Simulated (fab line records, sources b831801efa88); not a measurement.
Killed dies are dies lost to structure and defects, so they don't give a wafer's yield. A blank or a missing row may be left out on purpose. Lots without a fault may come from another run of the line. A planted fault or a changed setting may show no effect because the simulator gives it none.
Problem report in the 8D (eight disciplines) form, filled by code | flow sfq_line | the parts of the form that need people (team, actions taken, sign-off) are left out

1. THE PROBLEM
rf_fwd_power_W at SFQ_TRILAYER_I6_VIA_BARC_OPEN_VIA_ETCH_235 reads a mean of 295.8 W on 2 wafers of 2 lots; wafers without a fault read 495.0 W with a standard deviation of 2.2. That is -91 standard deviations from the usual mean.
The step: etches BARC in O2, target depth 125 nm, time 41.7 s.
First seen on wafer L568.4, day 72 14:10, on rie_diel-01. The record holds 42 wafers of 14 lots with a number at this step. Rule for "out", or "out of limits": more than 4 standard deviations from the usual mean. The other wafers with a number count as sound.

2. WHAT IT IS AND WHAT IT IS NOT
question                    | is                | is not
which readings at this step | rf_fwd_power_W    | drypump_motor_current_A
which lots                  | L568, L572        | L554, L557, L559, L560, L561, L562, L563, L564, L566, L567, L570, L576
which wafers of those lots  | L568.4, L572.4    | L568.1, L568.6, L572.1, L572.2
read on which tools         | rie_diel-01       | rie_diel-02, rie_diel-03
when                        | from day 72 14:10 | up to then (32 sound wafers); but 8 sound wafers of L570, L572, L576 came after

3. SUSPECTS, AND WHAT RULES EACH OUT
Counting: a tool at a process step up to the reading stays a suspect if it ran every lot that is out. Sound lots after the first of them don't rule it out here, since some wafers of a struck lot are sound.
- rie_diel-01 at SFQ_TRILAYER_I6_VIA_BARC_OPEN_VIA_ETCH_235 (etches BARC in O2, target depth 125 nm, time 41.7 s): kept. It ran every lot that is out, first L568 (day 72 14:10); its last sound lot up to then is L566 (day 72 07:49). Its own readings are out on those wafers: rf_fwd_power_W.
- Within rie_diel-01 at SFQ_TRILAYER_I6_VIA_BARC_OPEN_VIA_ETCH_235: the wafers that are out ran in chamber 0; their sound lot-mates ran in chambers 1, 2.
Left after counting: rie_diel-01 at SFQ_TRILAYER_I6_VIA_BARC_OPEN_VIA_ETCH_235.

4. THE CAUSE (what the simulator had put in)
Process parameter drift: rie_diel-01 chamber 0, from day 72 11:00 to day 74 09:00, at SFQ_TRILAYER_I6_VIA_BARC_OPEN_VIA_ETCH_235. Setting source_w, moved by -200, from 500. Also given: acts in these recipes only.
Counting left only this tool.

5. THE CHAIN OF EFFECTS, in route order
Each row: a reading whose mean over the struck wafers that have a number lies more than 3 standard deviations from the usual. Only readings for which the record gives a usual standard deviation are gone through. hours: the time from each lot's start at the first step in this table that gives one to its start at this step, as a median over the lots. sigmas: the change in usual standard deviations.
hours | step                                       | reading        | usual   | on struck wafers | change | sigmas
0     | SFQ_TRILAYER_I6_VIA_BARC_OPEN_VIA_ETCH_235 | rf_fwd_power_W | 495.0 W | 295.8            | -199.2 | -91
The process steps in it:
- SFQ_TRILAYER_I6_VIA_BARC_OPEN_VIA_ETCH_235: etches BARC in O2, target depth 125 nm, time 41.7 s.

6. WHAT WOULD HAVE CAUGHT IT SOONER
In this record the first reading out of limits was taken at day 72 14:10, 3 hours after the fault began at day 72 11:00.
